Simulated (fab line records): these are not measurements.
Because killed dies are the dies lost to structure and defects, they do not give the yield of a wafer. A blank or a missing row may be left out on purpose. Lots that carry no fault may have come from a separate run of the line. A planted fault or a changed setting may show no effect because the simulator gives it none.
fab line records	flow sky130
record: lots: 10	wafers: 30	lastDay: 50
route steps=708 shown POLY_CUT@317 LOCAL_INTERCONNECT@387 CONTACT@411 PAD_OPEN@708
lots with no fault: from the same line, run without faults
startH: hours from the record's first day to the start of the lot's first wafer shown	waitH: hours from the lot's prior step to this one	" the same as in the row above	L1.1+2: a single row standing in for several wafers	- no value, or no start was given	* or withheld: withheld	< > ~ a bound
route shown NAME@n: a module of which the file shows steps, and the number in the route of the first	usual: the fault-free wafers' mean and standard deviation	same: alike in all rows	chamber/n: place in a boat	sites: readings site by site	_std_site: the values' standard deviation	_edge_site: inner sites' mean taken away from outer sites' mean	radiusMm: for every site, how far away it sits from the centre of the wafer	mask NAME#n: copy n	behind: the most recent tool/chamber to have shaped the wafer	hold: the reason the lot was held/the length of the hold in hours/how it ended	device: the n, p or np transistor that did not switch	end of line: tests of these same wafers at the route's end	where a step has no rows: the recipe by itself	killed: the dies lost at the first sort to structure and to defects; this is not the yield of the wafer	map: per-die view of a wafer (x killed, . not killed, _ where there is no die)
set.NAME: setting as actually run; set.NAME@STEP: the setting as run at that earlier step	model.NAME: the simulator's own value behind a step, which no gauge read
one table for each step of the route and one row for each wafer, over a sample of lots
services: a tool's chamber out of use, with start hour (startH, from the record's first day; less than 0 if before it), hours out, and reason
== steps ==
step: SKY_POLY_CUT_ETCH_10
recipe: chemistry: N2/H2	target: BARC	ionEnergyEv: 200	sourceW: 500	biasW: 100	pressureMtorr: 30	n2FlowSccm: 100	h2FlowSccm: 200	stopOn: SiO2	timeS: 45.9	targetDepthA: 600
usual: chamberPressureMTorr: 29.998/0.029	drypumpMotorCurrentA: 6.0/0.52	h2FlowSccm: 199.9/0.61	n2FlowSccm: 100.0/0.31	oesProductAu: 0.855/0.005	rfFwdPowerW: 494.9/2.3	throttleValvePct: 13.224/0.0094
lot.wafer	tool	chamber	startH	waitH	chamberPressureMTorr	drypumpMotorCurrentA	h2FlowSccm	n2FlowSccm	oesProductAu	rfFwdPowerW	rfHoursCounterH	throttleValvePct
L437.1	rieDiel-03	3	571.65	0.0	30.017	5.9	200.2	99.7	0.858	489.1	43	13.220
L437.4	"	2	"	"	29.951	5.9	199.0	100.5	0.848	498.1	53	13.225
L437.5	"	3	"	"	30.027	5.9	199.9	100.0	0.856	489.0	-	13.228
L439.1	rieDiel-01	0	584.35	0.0	29.983	6.2	199.7	99.9	0.854	496.0	19	13.211
L439.3	"	1	"	"	30.030	5.3	201.0	100.4	0.852	499.3	6	13.220
L439.5	"	1	"	"	29.951	5.3	198.9	100.4	0.859	498.1	-	13.230
L442.1	rieDiel-04	2	615.92	0.0	30.030	5.5	199.1	99.6	0.859	496.5	33	13.235
L442.3	"	0	"	"	30.027	6.4	200.7	99.6	0.862	495.8	56	13.232
L442.5	"	0	"	"	30.007	6.3	200.1	99.9	0.859	494.5	-	13.238
L443.2	rieDiel-04	2	620.75	0.0	29.917	5.5	199.9	99.6	0.858	495.8	33	13.229
L443.3	"	1	"	"	30.005	6.7	199.0	100.3	0.861	497.6	21	13.226
L443.4	"	0	"	"	29.978	6.4	199.8	100.5	0.862	496.3	56	13.209
L444.3	rieDiel-01	0	632.52	0.0	30.017	6.2	198.9	99.9	0.850	497.4	20	13.249
L444.4	"	2	"	"	29.952	6.2	199.7	100.1	0.866	492.5	2	13.201
L444.6	"	2	"	"	29.976	6.2	200.5	99.9	0.863	495.5	-	13.222
L450.1	rieDiel-01	2	676.80	0.0	30.021	6.2	199.9	100.4	0.854	492.9	3	13.222
L450.5	"	0	"	"	29.960	6.2	199.1	100.0	0.864	493.3	-	13.240
L450.6	"	3	"	"	29.958	6.4	199.2	99.4	0.861	492.6	-	13.229
L452.1	rieDiel-01	0	693.67	0.0	30.005	6.3	200.0	100.2	0.850	494.2	21	13.226
L452.2	"	1	"	"	30.034	5.4	199.9	99.6	0.859	496.9	8	13.235
L452.5	"	2	"	"	30.007	6.2	200.5	99.8	0.858	492.7	-	13.234
L453.1	rieDiel-03	0	702.25	0.0	29.969	4.8	198.8	100.2	0.853	493.5	21	13.237
L453.4	"	3	"	"	30.018	5.9	199.9	100.3	0.860	491.6	46	13.213
L453.6	"	3	"	"	29.988	5.9	200.3	99.9	0.856	490.8	-	13.236
L455.2	rieDiel-03	3	711.77	0.0	29.997	5.9	200.6	100.1	0.849	493.0	46	13.235
L455.4	"	0	"	"	30.001	4.8	200.1	100.2	0.859	496.1	-	13.231
L455.5	"	3	"	"	29.995	5.9	201.0	99.8	0.853	489.9	-	13.228
L459.1	rieDiel-04	3	743.69	0.0	30.021	6.6	200.6	100.1	0.864	493.1	3	13.216
L459.4	"	1	"	"	30.022	6.7	199.8	100.2	0.856	495.7	25	13.224
L459.6	"	3	"	"	29.957	6.6	200.4	100.5	0.853	495.9	-	13.232
step: SKY_LOCAL_INTERCONNECT_SPUTTER_00
recipe: material: TiN	targetThkNm: 100	tempC: 300	powerW: 6500	timeS: 83.3	chamberPressurePa: 0.4
usual: cathodeDcPowerW: 6500.0/1.1	throttleValvePct: 30.2/0.89
lot.wafer	tool	chamber	startH	waitH	cathodeDcPowerW	throttleValvePct
L437.1	pvdSputter-01	-	690.17	0.2	6499.8	29.2
L437.4	"	-	"	"	6499.7	31.3
L437.5	"	-	"	"	6500.5	29.5
L439.1	pvdSputter-01	-	702.20	0.1	6500.5	30.9
L439.3	"	-	"	"	6502.5	29.3
L439.5	"	-	"	"	6499.5	29.4
L442.1	pvdSputter-03	-	730.97	0.1	6501.0	31.4
L442.3	"	-	"	"	6498.2	28.6
L442.5	"	-	"	"	6498.0	31.2
L443.2	pvdSputter-02	-	736.02	0.1	6501.2	30.4
L443.3	"	-	"	"	6499.1	29.3
L443.4	"	-	"	"	6500.3	30.6
L444.3	pvdSputter-03	-	749.25	0.1	6500.0	30.2
L444.4	"	-	"	"	6497.6	31.3
L444.6	"	-	"	"	6499.8	31.4
L450.1	pvdSputter-03	-	789.69	0.2	6500.2	29.0
L450.5	"	-	"	"	6499.5	31.2
L450.6	"	-	"	"	6500.3	28.8
L452.1	pvdSputter-03	-	805.97	0.2	6499.5	30.1
L452.2	"	-	"	"	5765.1	30.3
L452.5	"	-	"	"	6500.1	29.0
L453.1	pvdSputter-01	-	814.06	0.1	6500.1	28.8
L453.4	"	-	"	"	6498.6	29.8
L453.6	"	-	"	"	6499.9	30.1
L455.2	pvdSputter-02	-	824.07	0.2	6500.3	30.9
L455.4	"	-	"	"	6500.0	29.3
L455.5	"	-	"	"	6499.5	29.1
L459.1	pvdSputter-02	-	853.50	0.1	6501.3	30.8
L459.4	"	-	"	"	6499.0	31.6
L459.6	"	-	"	"	6501.1	30.2
step: SKY_LOCAL_INTERCONNECT_RS_MEAS_01
recipe: thkMeasGauge: four-point-probe	reads: TiN_of_LOCAL_INTERCONNECT_SPUTTER_00
usual: LOCAL_INTERCONNECT_TIN_RS: 14.16/0.14
lot.wafer	tool	chamber	startH	waitH	LOCAL_INTERCONNECT_TIN_RS[ohm/sq]
L437.1	filmMetro-04	-	690.23	0.0	14.15
L437.4	"	-	"	"	14.40
L437.5	"	-	"	"	14.25
L439.1	filmMetro-02	-	702.27	0.0	14.19
L439.3	"	-	"	"	14.03
L439.5	"	-	"	"	14.19
L442.1	filmMetro-04	-	731.03	0.0	14.16
L442.3	"	-	"	"	14.15
L442.5	"	-	"	"	14.08
L443.2	filmMetro-03	-	736.11	0.1	14.28
L443.3	"	-	"	"	14.46
L443.4	"	-	"	"	14.39
L444.3	filmMetro-03	-	749.35	0.1	14.05
L444.4	"	-	"	"	14.20
L444.6	"	-	"	"	14.04
L450.1	filmMetro-03	-	789.75	0.0	14.29
L450.5	"	-	"	"	14.23
L450.6	"	-	"	"	14.31
L452.1	filmMetro-02	-	806.03	0.0	14.37
L452.2	"	-	"	"	16.42
L452.5	"	-	"	"	14.48
L453.1	filmMetro-02	-	814.12	0.0	14.21
L453.4	"	-	"	"	14.25
L453.6	"	-	"	"	14.25
L455.2	filmMetro-02	-	824.15	0.1	13.86
L455.4	"	-	"	"	13.90
L455.5	"	-	"	"	13.90
L459.1	filmMetro-03	-	853.56	0.0	14.03
L459.4	"	-	"	"	13.94
L459.6	"	-	"	"	13.98
step: SKY_LOCAL_INTERCONNECT_THK_MEAS_02
recipe: thkMeasGauge: xrf	reads: TiN_of_LOCAL_INTERCONNECT_SPUTTER_00
usual: LOCAL_INTERCONNECT_TIN_THK: 98.8/0.93
lot.wafer	tool	chamber	startH	waitH	LOCAL_INTERCONNECT_TIN_THK[nm]
L437.1	filmMetro-04	-	690.35	0.1	98.5
L437.4	"	-	"	"	97.0
L437.5	"	-	"	"	97.4
L439.1	filmMetro-02	-	702.39	0.1	99.1
L439.3	"	-	"	"	99.9
L439.5	"	-	"	"	98.9
L442.1	filmMetro-04	-	731.15	0.1	98.4
L442.3	"	-	"	"	97.9
L442.5	"	-	"	"	98.7
L443.2	filmMetro-03	-	736.22	0.1	98.3
L443.3	"	-	"	"	96.8
L443.4	"	-	"	"	97.7
L444.3	filmMetro-03	-	749.45	0.1	99.7
L444.4	"	-	"	"	98.4
L444.6	"	-	"	"	99.6
L450.1	filmMetro-03	-	789.87	0.1	98.1
L450.5	"	-	"	"	98.6
L450.6	"	-	"	"	97.2
L452.1	filmMetro-02	-	806.15	0.1	97.8
L452.2	"	-	"	"	86.2
L452.5	"	-	"	"	97.4
L453.1	filmMetro-02	-	814.24	0.1	98.7
L453.4	"	-	"	"	98.7
L453.6	"	-	"	"	98.7
L455.2	filmMetro-02	-	824.26	0.1	101.2
L455.4	"	-	"	"	100.3
L455.5	"	-	"	"	100.8
L459.1	filmMetro-03	-	853.68	0.1	99.0
L459.4	"	-	"	"	99.8
L459.6	"	-	"	"	98.5
step: SKY_LOCAL_INTERCONNECT_CD_MEAS_11
recipe: targetCdNm: 170
usual: cdNm: 169.4/1.6
lot.wafer	tool	chamber	startH	waitH	cdNm
L437.1	cdSem-02	-	718.27	-	169.6
L437.4	"	-	"	"	168.5
L437.5	"	-	"	"	169.5
L439.1	cdSem-01	-	729.87	-	172.3
L439.3	"	-	"	"	171.1
L439.5	"	-	"	"	172.1
L442.1	cdSem-01	-	758.12	-	170.3
L442.3	"	-	"	"	168.8
L442.5	"	-	"	"	171.1
L443.2	cdSem-01	-	763.20	-	170.3
L443.3	"	-	"	"	169.7
L443.4	"	-	"	"	169.4
L444.3	cdSem-01	-	775.59	-	170.2
L444.4	"	-	"	"	170.2
L444.6	"	-	"	"	169.9
L450.1	cdSem-01	-	816.37	-	172.5
L450.5	"	-	"	"	170.8
L450.6	"	-	"	"	171.2
L452.1	cdSem-01	-	833.33	-	169.7
L452.2	"	-	"	"	170.2
L452.5	"	-	"	"	171.4
L453.1	cdSem-02	-	840.22	-	170.9
L453.4	"	-	"	"	171.7
L453.6	"	-	"	"	172.7
L455.2	cdSem-01	-	850.84	-	170.1
L455.4	"	-	"	"	168.8
L455.5	"	-	"	"	168.9
L459.1	cdSem-02	-	879.70	-	169.5
L459.4	"	-	"	"	170.7
L459.6	"	-	"	"	170.7
step: SKY_LOCAL_INTERCONNECT_METAL_ETCH_14
recipe: targetDepthNm: 110	stopOn: PSG	chemistry: Cl2/BCl3	target: TiN	resistSidewallDeg: 88	pressureMtorr: 10	icpW: 900	biasW: 48.5	Cl2_flow_sccm: 60	bcl3FlowSccm: 30	timeS: 31.4
usual: chamberPressureMTorr: 10.000/0.0099	drypumpMotorCurrentA: 5.6/0.46	oesProductAu: 0.940/0.0071	rfFwdPowerW: 891/3.3	throttleValvePct: 21.902/0.01
lot.wafer	tool	chamber	startH	waitH	chamberPressureMTorr	drypumpMotorCurrentA	oesProductAu	rfFwdPowerW	rfHoursCounterH	throttleValvePct
L437.1	rieMetal-02	1	718.49	0.0	9.985	5.4	0.950	892	11	21.910
L437.4	"	0	"	"	9.989	5.1	0.930	893	-	21.902
L437.5	"	1	"	"	9.988	5.4	0.942	891	-	21.910
L439.1	rieMetal-03	1	730.09	0.0	9.998	5.3	0.934	890	13	21.903
L439.3	"	1	"	"	9.995	5.4	0.950	894	-	21.899
L439.5	"	1	"	"	10.021	5.3	0.936	893	-	21.899
L442.1	rieMetal-02	0	758.36	0.1	9.995	5.1	0.941	890	0	21.914
L442.3	"	1	"	"	10.006	5.4	0.940	894	-	21.889
L442.5	"	1	"	"	9.997	5.4	0.936	889	-	21.900
L443.2	rieMetal-01	0	763.40	0.0	10.021	5.7	0.944	894	1	21.914
L443.3	"	0	"	"	10.006	5.7	0.929	899	-	21.897
L443.4	"	1	"	"	10.004	6.5	0.929	888	-	21.907
L444.3	rieMetal-03	1	775.78	0.0	9.990	5.4	0.945	895	-	21.895
L444.4	"	0	"	"	10.010	5.7	0.939	888	-	21.923
L444.6	"	1	"	"	9.992	5.4	0.947	894	-	21.896
L450.1	rieMetal-02	0	816.59	0.0	9.984	5.1	0.932	890	2	21.898
L450.5	"	0	"	"	10.023	5.0	0.939	889	-	21.895
L450.6	"	1	"	"	10.000	5.4	0.935	892	-	21.906
L452.1	rieMetal-03	0	833.61	0.1	10.013	5.7	0.935	892	3	21.904
L452.2	"	0	"	"	10.012	5.7	0.868	886	-	21.962
L452.5	"	0	"	"	9.999	5.7	0.935	888	-	21.913
L453.1	rieMetal-01	1	840.44	0.0	10.006	6.5	0.944	892	16	21.892
L453.4	"	0	"	"	9.996	5.7	0.933	892	-	21.907
L453.6	"	0	"	"	9.986	5.7	0.937	890	-	21.903
L455.2	rieMetal-01	0	851.04	0.0	10.022	5.7	0.958	898	4	21.890
L455.4	"	0	"	"	9.985	5.7	0.950	892	-	21.900
L455.5	"	1	"	"	10.000	6.5	0.954	892	-	21.887
L459.1	rieMetal-02	0	879.98	0.1	9.995	5.1	0.948	889	5	21.889
L459.4	"	0	"	"	9.999	5.0	0.946	888	-	21.892
L459.6	"	0	"	"	10.008	5.1	0.950	885	-	21.913
step: SKY_CONTACT_BOW_MEAS_05
recipe: mode: bow
usual: CONTACT_BOW: 82/6.7
lot.wafer	tool	chamber	startH	waitH	CONTACT_BOW[um]
L437.1	filmMetro-02	-	719.66	0.2	82
L437.4	"	-	"	"	82
L437.5	"	-	"	"	78
L439.1	filmMetro-02	-	731.27	0.2	76
L439.3	"	-	"	"	78
L439.5	"	-	"	"	80
L442.1	filmMetro-02	-	759.56	0.2	79
L442.3	"	-	"	"	90
L442.5	"	-	"	"	74
L443.2	filmMetro-02	-	764.68	0.2	75
L443.3	"	-	"	"	71
L443.4	"	-	"	"	87
L444.3	filmMetro-01	-	776.98	0.2	87
L444.4	"	-	"	"	90
L444.6	"	-	"	"	98
L450.1	filmMetro-01	-	817.76	0.1	93
L450.5	"	-	"	"	81
L450.6	"	-	"	"	85
L452.1	filmMetro-01	-	834.85	0.2	74
L452.2	"	-	"	"	85
L452.5	"	-	"	"	89
L453.1	filmMetro-02	-	841.97	0.1	88
L453.4	"	-	"	"	86
L453.6	"	-	"	"	86
L455.2	filmMetro-04	-	852.31	0.3	80
L455.4	"	-	"	"	78
L455.5	"	-	"	"	87
L459.1	filmMetro-04	-	881.23	0.1	78
L459.4	"	-	"	"	81
L459.6	"	-	"	"	92
step: SKY_PAD_OPEN_PROBE_99
usual: killed_at_M0_to_M3: 42/7.3	killed_at_M4_up: 3.2/1.8	killedAtContacts: 25/5.2	killedAtFrontEnd: 15/4.6	killedAtOther: 0.3/0.62	killedDies: 85/9.9	killedOnRim: 17/3.9	killedOpen: 46/7.1	killedShort: 38/5.7
same: grossDies: 492	killedAtBackSide: 0
lot.wafer	tool	chamber	startH	waitH	killed_at_M0_to_M3	killed_at_M4_up	killedAtContacts	killedAtFrontEnd	killedAtOther	killedDies	killedOnRim	killedOpen	killedShort
L437.1	prober-02	-	1086.12	0.1	53	3	23	27	0	106	20	62	44
L437.4	prober-02	-	1086.27	0.2	38	6	25	11	0	80	22	46	34
L437.5	prober-02	-	1086.32	0.2	44	2	26	16	0	88	22	55	33
L439.1	prober-01	-	1095.04	0.1	49	2	36	18	0	105	15	58	47
L439.3	prober-01	-	1095.14	0.2	46	4	38	18	0	106	25	61	44
L439.5	prober-01	-	1095.24	0.2	30	2	24	24	0	80	16	44	33
L442.1	prober-02	-	1115.89	0.1	56	4	19	16	0	95	26	49	46
L442.3	prober-02	-	1115.99	0.2	55	3	21	12	0	91	19	55	36
L442.5	prober-02	-	1116.09	0.2	46	4	27	14	1	92	19	54	38
L443.2	prober-01	-	1118.97	0.1	41	6	30	15	0	92	15	48	44
L443.3	prober-01	-	1119.02	0.2	38	2	23	13	0	76	20	43	33
L443.4	prober-01	-	1119.07	0.2	32	5	29	16	0	82	16	51	30
L444.3	prober-02	-	1129.18	0.2	38	4	23	15	1	81	14	41	40
L444.4	prober-02	-	1129.23	0.2	42	6	12	9	0	69	12	33	33
L444.6	prober-02	-	1129.33	0.2	56	4	20	15	0	95	14	53	42
L450.1	prober-02	-	1154.92	0.1	38	3	15	14	0	70	15	40	30
L450.5	prober-02	-	1155.12	0.2	44	3	26	9	0	82	14	44	38
L450.6	prober-02	-	1155.17	0.2	42	3	25	4	0	74	11	32	42
L452.1	prober-02	-	1168.72	0.1	42	1	12	14	0	69	14	40	29
L452.2	prober-02	-	1168.77	0.1	46	4	27	13	0	90	20	55	35
L452.5	prober-02	-	1168.92	0.2	44	4	27	16	0	91	22	51	40
L453.1	prober-01	-	1173.78	0.1	36	3	28	21	0	88	18	50	38
L453.4	prober-01	-	1173.93	0.2	50	7	25	11	0	93	22	51	42
L453.6	prober-01	-	1174.03	0.2	42	7	30	13	0	92	21	46	46
L455.2	prober-01	-	1180.64	0.1	38	2	29	16	0	85	14	48	37
L455.4	prober-01	-	1180.74	0.2	35	3	23	20	0	81	17	43	38
L455.5	prober-01	-	1180.79	0.2	40	4	20	14	1	79	12	42	35
L459.1	prober-01	-	1197.05	0.1	40	4	31	15	0	90	14	55	35
L459.4	prober-01	-	1197.20	0.2	53	6	24	16	0	99	20	51	48
L459.6	prober-01	-	1197.30	0.2	52	4	27	18	0	101	21	52	49
killed by level:class
L437.1 VIA1:geometricParticle:open=14 POLY_GATE:geometricParticle:open=9 CONTACT:geometricParticle:open=9 VIA2:geometricParticle:open=9 VIA3:geometricParticle:open=8 VIA1:geometricParticle:short=7 FIELD_ISO:geometricParticle:open=6 CONTACT:geometricParticle:short=6
L437.4 CONTACT:geometricParticle:open=12 LI_CONTACT:geometricParticle:open=9 VIA2:geometricParticle:short=7 VIA1:geometricParticle:open=7 METAL1:geometricParticle:short=5 METAL4:geometricParticle:short=4 FIELD_ISO:geometricParticle:open=3 POLY_GATE:geometricParticle:short=3
L437.5 CONTACT:geometricParticle:open=11 VIA2:geometricParticle:open=11 VIA1:geometricParticle:open=10 POLY_GATE:geometricParticle:open=5 LI_CONTACT:geometricParticle:open=5 CONTACT:geometricParticle:short=4 VIA3:geometricParticle:open=4 VIA1:geometricParticle:short=4
L439.1 CONTACT:geometricParticle:open=11 VIA2:geometricParticle:open=9 LI_CONTACT:geometricParticle:open=8 CONTACT:geometricParticle:short=8 VIA3:geometricParticle:open=8 METAL2:geometricParticle:short=8 VIA1:geometricParticle:open=7 VIA2:geometricParticle:short=7
L439.3 LI_CONTACT:geometricParticle:open=15 VIA1:geometricParticle:open=13 CONTACT:geometricParticle:open=10 VIA2:geometricParticle:open=8 FIELD_ISO:geometricParticle:short=6 METAL1:geometricParticle:short=5 LI_CONTACT:geometricParticle:short=4 LOCAL_INTERCONNECT:geometricParticle:short=4
L439.5 CONTACT:geometricParticle:open=11 VIA1:geometricParticle:open=7 POLY_GATE:geometricParticle:short=6 LI_CONTACT:geometricParticle:open=6 VIA3:geometricParticle:open=5 CONTACT:geometricParticle:short=5 VIA2:geometricParticle:open=5 FIELD_ISO:geometricParticle:short=4
L442.1 VIA1:geometricParticle:open=11 VIA2:geometricParticle:short=10 METAL1:geometricParticle:short=8 VIA3:geometricParticle:open=8 VIA2:geometricParticle:open=7 POLY_GATE:geometricParticle:open=6 METAL2:geometricParticle:short=6 CONTACT:geometricParticle:open=5
L442.3 VIA1:geometricParticle:open=11 CONTACT:geometricParticle:open=10 VIA2:geometricParticle:open=10 VIA3:geometricParticle:open=9 VIA2:geometricParticle:short=6 LI_CONTACT:geometricParticle:open=5 CONTACT:geometricParticle:short=5 VIA1:geometricParticle:short=5
L442.5 CONTACT:geometricParticle:open=14 LI_CONTACT:geometricParticle:open=7 VIA1:geometricParticle:short=7 VIA3:geometricParticle:open=7 VIA1:geometricParticle:open=6 METAL2:geometricParticle:short=5 VIA2:geometricParticle:open=5 FIELD_ISO:geometricParticle:open=4
L443.2 VIA1:geometricParticle:open=16 CONTACT:geometricParticle:short=8 CONTACT:geometricParticle:open=8 LI_CONTACT:geometricParticle:open=7 VIA1:geometricParticle:short=5 LI_CONTACT:geometricParticle:short=4 METAL1:geometricParticle:short=4 METAL4:geometricParticle:short=4
L443.3 VIA1:geometricParticle:open=10 CONTACT:geometricParticle:open=9 LI_CONTACT:geometricParticle:open=7 METAL1:geometricParticle:short=7 FIELD_ISO:geometricParticle:short=6 VIA2:geometricParticle:open=6 CONTACT:geometricParticle:short=4 VIA2:geometricParticle:short=4
L443.4 CONTACT:geometricParticle:open=14 VIA3:geometricParticle:open=9 FIELD_ISO:geometricParticle:short=7 LI_CONTACT:geometricParticle:open=7 VIA1:geometricParticle:open=6 FIELD_ISO:geometricParticle:open=5 CONTACT:geometricParticle:short=5 VIA2:geometricParticle:open=5
L444.3 VIA1:geometricParticle:open=10 CONTACT:geometricParticle:short=6 CONTACT:geometricParticle:open=6 METAL2:geometricParticle:short=6 LI_CONTACT:geometricParticle:open=5 LOCAL_INTERCONNECT:geometricParticle:short=4 POLY_GATE:geometricParticle:short=4 POLY_GATE:geometricParticle:open=4
L444.4 VIA1:geometricParticle:open=8 METAL1:geometricParticle:short=6 VIA3:geometricParticle:open=6 METAL2:geometricParticle:short=5 VIA2:geometricParticle:open=5 FIELD_ISO:geometricParticle:short=4 CONTACT:geometricParticle:open=4 LI_CONTACT:geometricParticle:open=3
L444.6 VIA1:geometricParticle:open=16 CONTACT:geometricParticle:open=10 METAL2:geometricParticle:short=7 VIA3:geometricParticle:open=7 VIA1:geometricParticle:short=6 METAL1:geometricParticle:short=5 FIELD_ISO:geometricParticle:short=4 VIA2:geometricParticle:open=4
L450.1 VIA1:geometricParticle:open=14 CONTACT:geometricParticle:open=6 METAL1:geometricParticle:short=6 POLY_GATE:geometricParticle:open=4 CONTACT:geometricParticle:short=4 VIA2:geometricParticle:short=4 VIA3:geometricParticle:open=4 POLY_GATE:geometricParticle:short=3
L450.5 VIA1:geometricParticle:open=12 CONTACT:geometricParticle:short=7 CONTACT:geometricParticle:open=7 METAL1:geometricParticle:short=6 VIA2:geometricParticle:open=6 LI_CONTACT:geometricParticle:open=5 METAL3:geometricParticle:short=5 VIA3:geometricParticle:open=5
L450.6 VIA1:geometricParticle:open=9 LI_CONTACT:geometricParticle:short=8 METAL1:geometricParticle:short=7 CONTACT:geometricParticle:open=7 LI_CONTACT:geometricParticle:open=6 METAL2:geometricParticle:short=6 VIA2:geometricParticle:open=5 METAL3:geometricParticle:short=4
L452.1 VIA1:geometricParticle:open=13 FIELD_ISO:geometricParticle:short=6 VIA3:geometricParticle:open=6 CONTACT:geometricParticle:open=5 METAL1:geometricParticle:short=5 VIA3:geometricParticle:short=5 FIELD_ISO:geometricParticle:open=4 VIA2:geometricParticle:open=4
L452.2 CONTACT:geometricParticle:open=13 VIA1:geometricParticle:open=10 VIA3:geometricParticle:open=9 METAL1:geometricParticle:short=7 LI_CONTACT:geometricParticle:open=5 LOCAL_INTERCONNECT:geometricParticle:short=4 CONTACT:geometricParticle:short=4 VIA2:geometricParticle:open=4
L452.5 CONTACT:geometricParticle:open=12 VIA1:geometricParticle:open=9 CONTACT:geometricParticle:short=8 VIA3:geometricParticle:open=8 FIELD_ISO:geometricParticle:open=7 VIA2:geometricParticle:open=7 METAL1:geometricParticle:short=6 METAL2:geometricParticle:short=5
L453.1 CONTACT:geometricParticle:open=11 LI_CONTACT:geometricParticle:open=7 VIA1:geometricParticle:open=7 POLY_GATE:geometricParticle:open=5 POLY_GATE:geometricParticle:short=5 CONTACT:geometricParticle:short=5 METAL2:geometricParticle:short=5 VIA3:geometricParticle:open=5
L453.4 VIA1:geometricParticle:open=12 CONTACT:geometricParticle:open=10 METAL1:geometricParticle:short=10 LI_CONTACT:geometricParticle:open=8 FIELD_ISO:geometricParticle:open=6 VIA3:geometricParticle:open=6 METAL4:geometricParticle:short=6 LOCAL_INTERCONNECT:geometricParticle:short=5
L453.6 LI_CONTACT:geometricParticle:open=9 CONTACT:geometricParticle:open=8 VIA1:geometricParticle:open=8 POLY_GATE:geometricParticle:open=6 LOCAL_INTERCONNECT:geometricParticle:short=6 METAL2:geometricParticle:short=6 VIA3:geometricParticle:open=6 METAL4:geometricParticle:short=5
L455.2 LI_CONTACT:geometricParticle:open=10 VIA1:geometricParticle:open=8 CONTACT:geometricParticle:open=7 VIA1:geometricParticle:short=6 VIA2:geometricParticle:open=6 FIELD_ISO:geometricParticle:short=5 FIELD_ISO:geometricParticle:open=5 METAL2:geometricParticle:short=5
L455.4 CONTACT:geometricParticle:open=10 VIA1:geometricParticle:open=7 FIELD_ISO:geometricParticle:open=6 VIA3:geometricParticle:open=6 POLY_GATE:geometricParticle:open=5 LOCAL_INTERCONNECT:geometricParticle:short=5 CONTACT:geometricParticle:short=4 METAL2:geometricParticle:short=4
L455.5 VIA1:geometricParticle:open=9 METAL2:geometricParticle:short=8 VIA3:geometricParticle:open=6 CONTACT:geometricParticle:open=5 POLY_GATE:geometricParticle:open=4 LOCAL_INTERCONNECT:geometricParticle:open=4 LOCAL_INTERCONNECT:geometricParticle:short=4 METAL1:geometricParticle:open=4
L459.1 CONTACT:geometricParticle:open=15 VIA1:geometricParticle:open=11 LI_CONTACT:geometricParticle:open=7 METAL1:geometricParticle:short=7 METAL2:geometricParticle:short=7 CONTACT:geometricParticle:short=6 VIA3:geometricParticle:open=6 FIELD_ISO:geometricParticle:open=4
L459.4 VIA1:geometricParticle:open=13 CONTACT:geometricParticle:open=10 VIA2:geometricParticle:open=10 VIA1:geometricParticle:short=9 METAL1:geometricParticle:short=6 POLY_GATE:geometricParticle:short=5 LOCAL_INTERCONNECT:geometricParticle:short=5 FIELD_ISO:geometricParticle:short=4
L459.6 VIA1:geometricParticle:open=15 CONTACT:geometricParticle:open=11 LI_CONTACT:geometricParticle:open=9 VIA1:geometricParticle:short=9 METAL2:geometricParticle:short=8 POLY_GATE:geometricParticle:short=7 VIA3:geometricParticle:open=5 FIELD_ISO:geometricParticle:short=4
== services ==
tool	chamber	startH	hours	kind
rieDiel-04	3	550.43	10.3	repair
rieDiel-04	3	575.73	7.7	repair
pvdSputter-02	-	577.61	6.7	repair
rieDiel-01	1	579.00	3.6	repair
rieMetal-02	-	580.55	1.4	pm
rieMetal-03	0	592.74	18.2	repair
rieDiel-03	3	593.99	9.1	repair
rieMetal-01	0	611.94	19.8	repair
rieDiel-04	1	617.52	1.2	repair
rieDiel-01	2	648.66	9.3	repair
pvdSputter-02	-	662.07	2.8	repair
rieDiel-04	3	668.47	2.7	repair
rieMetal-01	-	673.39	2.8	pm
pvdSputter-02	-	687.60	7.4	repair
rieDiel-03	3	692.93	1.7	repair
rieMetal-03	0	695.61	1.2	repair
pvdSputter-01	-	713.10	1.4	repair
pvdSputter-02	-	724.68	2.8	repair
rieMetal-01	-	725.68	14.6	pm
rieMetal-02	-	786.34	2.5	repair
rieDiel-01	-	789.52	0.8	repair
rieMetal-02	-	791.23	1.2	repair
rieDiel-01	-	791.56	14.6	pm
rieDiel-01	0	838.88	2.8	repair
== key ==
firstSign: step: SKY_LOCAL_INTERCONNECT_SPUTTER_00	reading: cathodeDcPowerW	direction: down	sigmas: 99+	usual: 6500.0	struck: 5765.1
effect: step: SKY_LOCAL_INTERCONNECT_RS_MEAS_01	reading: LOCAL_INTERCONNECT_TIN_RS	direction: up	sigmas: 16	usual: 14.16	struck: 16.42
effect: step: SKY_LOCAL_INTERCONNECT_THK_MEAS_02	reading: LOCAL_INTERCONNECT_TIN_THK	direction: down	sigmas: 14	usual: 98.8	struck: 86.2
effect: step: SKY_LOCAL_INTERCONNECT_METAL_ETCH_14	reading: oesProductAu	direction: down	sigmas: 10	usual: 0.940	struck: 0.868
metAt SKY_LOCAL_INTERCONNECT_SPUTTER_00
struckLots L452
struckWafers L452.2
testerLeftOut L452
notActingAt SKY_POLY_CUT_ETCH_10,SKY_LOCAL_INTERCONNECT_CD_MEAS_11,SKY_CONTACT_BOW_MEAS_05
onsetBetween 749.25 805.97
fault: kind: processParameterDrift	tool: pvdSputter-03	chamber: -	onsetH: 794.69	steps: SKY_LOCAL_INTERCONNECT_SPUTTER_00	channel: powerW	offset: *	shape: step	endH: 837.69	actsIn: *	stated: *	scope: struckWafersOnly
testerLeftOut: of these lots the tester's yield and bins aren't shown, on N5 and GAA mostly nor the transistor test; their killed dies are dies lost to structure and defects alone, not to doping, threshold or leakage, so they don't give the yield
